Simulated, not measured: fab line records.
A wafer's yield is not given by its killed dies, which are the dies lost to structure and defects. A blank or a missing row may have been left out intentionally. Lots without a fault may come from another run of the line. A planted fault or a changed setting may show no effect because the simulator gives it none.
Which of the tools did it? -- flow sfq-line -- Sampling: 13 lots, 39 wafers, 6 of 325 route steps

== WHAT THE GAUGES READ, wafer by wafer ==
Not one reading of a measure or inspect step in the record can be checked against a usual standard deviation.

== WHAT TOOL EACH LOT RAN ON (gives the tool, then ch and the chambers of the sampled wafers, and finally the start) ==
lot,SFQ_TRILAYER_I0_CMP_CMP_028,SFQ_TRILAYER_I0_METRO_MEASURE_029,SFQ_TRILAYER_I0_VIA_ETCH_VIA_ETCH_034,SFQ_TRILAYER_I0_VIA_STRIP_STRIP_035,SFQ_TRILAYER_M3_BARC_OPEN_METAL_ETCH_100,SFQ_TRILAYER_M3_STRIP_STRIP_079
L709,"cmp-02 ch 0,3, day 12 01:16","film-metro-01, day 12 04:23","rie-diel-02 ch 0,1,3, day 17 07:49","rie-metal-01 ch 0,1, day 17 07:56","rie-metal-04 ch 1, day 36 14:01","rie-metal-04 ch 1, day 36 14:23"
L710,"cmp-01 ch 0,1,3, day 12 11:55","film-metro-04, day 12 14:32","rie-diel-02 ch 0,1,3, day 17 16:13","rie-metal-02 ch 0, day 17 16:20","rie-metal-03 ch 0,1, day 39 04:38","rie-metal-03 ch 0,1, day 39 04:49"
L712,"cmp-02 ch 0,1,3, day 13 14:04","film-metro-01, day 13 17:35","rie-diel-03 ch 2,3, day 19 00:23","rie-metal-01 ch 0,1, day 19 00:42","rie-metal-04 ch 0,1, day 39 09:26","rie-metal-04 ch 0,1, day 39 09:49"
L714,"cmp-02 ch 0,2, day 14 03:16","film-metro-01, day 14 06:35","rie-diel-03 ch 0,2,3, day 19 20:39","rie-metal-02 ch 0,1, day 19 20:46","rie-metal-04 ch 0, day 46 00:34","rie-metal-04 ch 0, day 46 00:45"
L716,"cmp-02 ch 0,2,3, day 15 02:28","film-metro-04, day 15 05:05","rie-diel-03 ch 1,2,3, day 20 23:11","rie-metal-03 ch 0,1, day 20 23:17","rie-metal-03 ch 0,1, day 46 17:22","rie-metal-03 ch 0,1, day 46 17:37"
L718,"cmp-01 ch 0,1, day 15 17:19","film-metro-04, day 15 20:50","rie-diel-02 ch 0,2, day 21 15:59","rie-metal-01 ch 1, day 21 16:29","rie-metal-03 ch 0,1, day 47 06:35","rie-metal-03 ch 0,1, day 47 06:57"
L726,"cmp-02 ch 0,2,3, day 18 05:18","film-metro-01, day 18 08:07","rie-diel-02 ch 0,2,3, day 24 23:35","rie-metal-02 ch 0,1, day 24 23:41","rie-metal-04 ch 0,1, day 48 16:17","rie-metal-04 ch 0,1, day 48 16:29"
L727,"cmp-02 ch 0,2, day 19 01:22","film-metro-02, day 19 04:41","rie-diel-02 ch 0,1, day 25 13:15","rie-metal-03 ch 0,1, day 25 13:22","rie-metal-04 ch 0,1, day 52 03:08","rie-metal-04 ch 0,1, day 52 03:20"
L728,"cmp-02 ch 0,1,2, day 19 08:52","film-metro-04, day 19 10:53","rie-diel-02 ch 0,2,3, day 25 20:27","rie-metal-03 ch 0,1, day 25 20:46","rie-metal-03 ch 0,1, day 52 22:17","rie-metal-03 ch 0,1, day 52 22:39"
L729,"cmp-02 ch 0,2,3, day 19 10:53","film-metro-02, day 19 13:43","rie-diel-02 ch 0,2,3, day 26 00:03","rie-metal-01 ch 0,1, day 26 00:10","rie-metal-04 ch 0, day 53 03:04","rie-metal-04 ch 0, day 53 03:26"
L730,"cmp-02 ch 0,2,3, day 19 20:35","film-metro-01, day 19 22:55","rie-diel-04 ch 0,1,3, day 26 09:39","rie-metal-01 ch 1, day 26 09:46","rie-metal-01 ch 0, day 53 09:05","rie-metal-01 ch 0, day 53 09:38"
L731,"cmp-02 ch 0,1,2, day 20 16:37","film-metro-01, day 20 19:44","rie-diel-03 ch 1,2,3, day 27 00:03","rie-metal-02 ch 0,1, day 27 00:10","rie-metal-04 ch 0,1, day 53 10:16","rie-metal-04 ch 0,1, day 53 10:27"
L732,"cmp-01 ch 0,2,3, day 20 23:29","film-metro-02, day 21 02:06","rie-diel-03 ch 1,2, day 27 06:35","rie-metal-01 ch 0,1, day 27 06:41","rie-metal-04 ch 0,1, day 53 15:04","rie-metal-04 ch 0,1, day 53 15:15"
- SFQ_TRILAYER_I0_CMP_CMP_028: polishes SiO2.
- SFQ_TRILAYER_I0_METRO_MEASURE_029
- SFQ_TRILAYER_I0_VIA_ETCH_VIA_ETCH_034: etches SiO2 in CHF3, stops on Nb, target depth 260 nm.
- SFQ_TRILAYER_I0_VIA_STRIP_STRIP_035: strips in O2.
- SFQ_TRILAYER_M3_BARC_OPEN_METAL_ETCH_100: etches BARC in O2, target depth 125 nm, time 41.7 s.
- SFQ_TRILAYER_M3_STRIP_STRIP_079: strips in O2.

== AS READ BY THE TOOLS THEMSELVES (means over the sampled wafers that have a number; for cases with no such wafer, the mark the record gives instead) ==
SFQ_TRILAYER_I0_CMP_CMP_028. Usual: motor-current-A 10.1 A, standard deviation 1; time-to-endpoint-s 215 s, standard deviation 6.5.
lot,tool,motor-current-A (A),time-to-endpoint-s (s),flag
L709,cmp-02,9.2,224,
L710,cmp-01,10.5,209,
L712,cmp-02,9.5,213,
L714,cmp-02,10.2,215,
L716,cmp-02,9.6,215,
L718,cmp-01,9.4,218,
L726,cmp-02,9.7,217,
L727,cmp-02,10.0,211,
L728,cmp-02,10.2,219,
L729,cmp-02,9.7,214,
L730,cmp-02,9.6,213,
L731,cmp-02,10.0,214,
L732,cmp-01,11.0,212,

SFQ_TRILAYER_I0_METRO_MEASURE_029. Usual: 200.4 nm for thk-nm, sd 0.86.
lot,tool,thk-nm (nm),flag
L709,film-metro-01,202.0,
L710,film-metro-04,200.9,
L712,film-metro-01,200.1,
L714,film-metro-01,199.9,
L716,film-metro-04,208.6,OFF
L718,film-metro-04,200.6,
L726,film-metro-01,200.5,
L727,film-metro-02,201.0,
L728,film-metro-04,200.1,
L729,film-metro-02,202.2,
L730,film-metro-01,200.6,
L731,film-metro-01,200.2,
L732,film-metro-02,200.7,

SFQ_TRILAYER_I0_VIA_ETCH_VIA_ETCH_034. Usual: drypump-motor-current-A 5.7 A, standard deviation 0.45; oes-product-au 0.856 a.u., standard deviation 0.0055.
lot,tool,drypump-motor-current-A (A),oes-product-au (a.u.),flag
L709,rie-diel-02,5.6,0.860,
L710,rie-diel-02,5.6,0.860,
L712,rie-diel-03,5.7,0.854,
L714,rie-diel-03,5.8,0.852,
L716,rie-diel-03,5.9,0.870,
L718,rie-diel-02,5.7,0.860,
L726,rie-diel-02,5.7,0.856,
L727,rie-diel-02,5.6,0.857,
L728,rie-diel-02,5.6,0.855,
L729,rie-diel-02,5.6,0.862,
L730,rie-diel-04,5.8,0.853,
L731,rie-diel-03,5.9,0.848,
L732,rie-diel-03,6.1,0.854,

SFQ_TRILAYER_I0_VIA_STRIP_STRIP_035. Usual: drypump-motor-current-A 5.7 A, standard deviation 0.31; oes-product-au 1.003 a.u., standard deviation 0.0095; platen-temp-c 40.01 C, standard deviation 0.11.
lot,tool,drypump-motor-current-A (A),oes-product-au (a.u.),platen-temp-c (C),flag
L709,rie-metal-01,5.6,0.993,40.06,
L710,rie-metal-02,5.7,1.013,40.07,
L712,rie-metal-01,5.6,0.991,40.01,
L714,rie-metal-02,5.5,0.995,40.08,
L716,rie-metal-03,6.1,0.996,39.96,
L718,rie-metal-01,5.6,0.999,40.17,
L726,rie-metal-02,5.6,1.010,40.01,
L727,rie-metal-03,6.3,1.005,39.96,
L728,rie-metal-03,6.2,0.999,40.09,
L729,rie-metal-01,5.6,1.005,39.89,
L730,rie-metal-01,5.6,1.008,39.88,
L731,rie-metal-02,5.6,1.012,40.03,
L732,rie-metal-01,5.6,1.002,40.06,

SFQ_TRILAYER_M3_BARC_OPEN_METAL_ETCH_100. Usual: drypump-motor-current-A 5.90 A, standard deviation 0.25; oes-product-au 0.685 a.u., standard deviation 0.0042.
lot,tool,drypump-motor-current-A (A),oes-product-au (a.u.),flag
L709,rie-metal-04,5.92,0.687,
L710,rie-metal-03,6.30,0.686,
L712,rie-metal-04,5.83,0.687,
L714,rie-metal-04,5.78,0.688,
L716,rie-metal-03,6.29,0.688,
L718,rie-metal-03,6.32,0.687,
L726,rie-metal-04,5.90,0.687,
L727,rie-metal-04,5.88,0.681,
L728,rie-metal-03,6.30,0.683,
L729,rie-metal-04,5.78,0.691,
L730,rie-metal-01,5.59,0.686,
L731,rie-metal-04,5.89,0.684,
L732,rie-metal-04,5.90,0.683,

SFQ_TRILAYER_M3_STRIP_STRIP_079. Usual: drypump-motor-current-A 5.89 A, standard deviation 0.24; oes-product-au 1.000 a.u., standard deviation 0.0094; platen-temp-c 40.00 C, standard deviation 0.12.
lot,tool,drypump-motor-current-A (A),oes-product-au (a.u.),platen-temp-c (C),flag
L709,rie-metal-04,5.92,1.004,40.07,
L710,rie-metal-03,6.32,0.997,39.94,
L712,rie-metal-04,5.84,0.999,40.03,
L714,rie-metal-04,5.79,0.996,39.96,
L716,rie-metal-03,6.31,1.001,39.97,
L718,rie-metal-03,6.28,0.995,39.94,
L726,rie-metal-04,5.88,1.000,39.94,
L727,rie-metal-04,5.86,1.001,40.05,
L728,rie-metal-03,6.31,0.990,40.02,
L729,rie-metal-04,5.78,1.000,40.08,
L730,rie-metal-01,5.59,0.998,40.00,
L731,rie-metal-04,5.89,0.994,40.09,
L732,rie-metal-04,5.89,1.000,39.99,

== THE ANSWER, worked out from the rows above alone ==
Rule: take the mean of a lot's wafers that have a number; if it is more than 3 standard deviations from the usual mean, the lot is off. Also off: a lot with no number at a reading for which 4 or more lots have one. The other lots that the step has rows for count as sound. The gauges are gone through in route order, then the tools' own readings, and for those a lot's mean is taken as printed above. At the first step where some lot is off, the reading lying furthest off is the one used; lots without a number count as furthest.
Off: L716 (SFQ_TRILAYER_I0_METRO_MEASURE_029, thk-nm).
If a tool, at that step or one of the process steps before it, ran each lot that is off and ran no sound lot following the first of them, it fits. Not one of the candidates tried fits.

== WHAT THE SIMULATOR HAD INSERTED ==
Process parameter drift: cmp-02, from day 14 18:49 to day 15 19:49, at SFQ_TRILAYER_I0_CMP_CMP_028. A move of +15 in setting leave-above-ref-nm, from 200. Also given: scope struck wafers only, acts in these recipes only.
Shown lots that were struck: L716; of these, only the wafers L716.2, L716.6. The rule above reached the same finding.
